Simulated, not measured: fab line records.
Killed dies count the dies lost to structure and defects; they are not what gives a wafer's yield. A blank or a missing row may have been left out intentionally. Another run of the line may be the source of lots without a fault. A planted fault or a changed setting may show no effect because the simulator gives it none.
Matching of chambers ; flow sky130 ; SKY_POLY_GATE_ETCH_17 on rieSi-02 has 4 sister chambers
The step etches poly-Si in HBr/Cl2, stops on SiO2, target depth 180 nm, time 70.5 s. 7 wafers are shown with their chamber, then 8 later ones without.

== EACH WAFER AND ITS CHAMBER ==
wafer;chamber;throttleValvePct (%);oesProductAu (a.u.)
L207.2;2;33.687;0.979
L212.2;1;33.681;0.983
L214.6;2;33.677;0.983
L218.1;3;33.673;0.975
L218.2;0;33.673;0.977
L218.5;1;33.686;0.979
L224.2;3;33.662;0.983

== WAFERS MISSING THEIR CHAMBER ==
wafer;throttleValvePct (%);oesProductAu (a.u.)
L224.4;33.692;0.978
L224.6;33.674;0.980
L226.3;33.681;0.982
L226.4;33.680;0.975
L226.5;33.694;0.989
L229.1;33.688;0.967
L229.2;33.672;0.981
L229.6;33.689;0.984

== WHICH CHAMBER EACH WENT THROUGH ==
wafer;from the rows above;in truth
L224.4;can't be placed: 1 or 2 or 0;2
L224.6;can't be placed: 0 or 3 or 2 or 1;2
L226.3;can't be placed: 2 or 1 or 0 or 3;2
L226.4;can't be placed: 0 or 2 or 1 or 3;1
L226.5;can't be placed: 1 or 2 or 0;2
L229.1;can't be placed: 0 or 1 or 2 or 3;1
L229.2;can't be placed: 3 or 0 or 2 or 1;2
L229.6;can't be placed: 1 or 2 or 0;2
0 of 8 placed correctly. These rows do not allow placing 8 (true chamber among the candidates in 8). Wrongly placed: 0.
How it was worked out, from the rows above alone: a wafer's distance from a chamber is the root of the sum, over the readings, of the square of ((its reading less the chamber's mean) divided by the reading's scatter). If the next closest chamber is less than 2 further off than the closest, the wafer can't be placed; otherwise it belongs to the closest. A chamber's mean is the mean of its shown wafers. How the scatter is found: for the shown wafers, subtract from each reading the mean of its chamber, square and add these, divide the total by (wafers less chambers), then take the root.
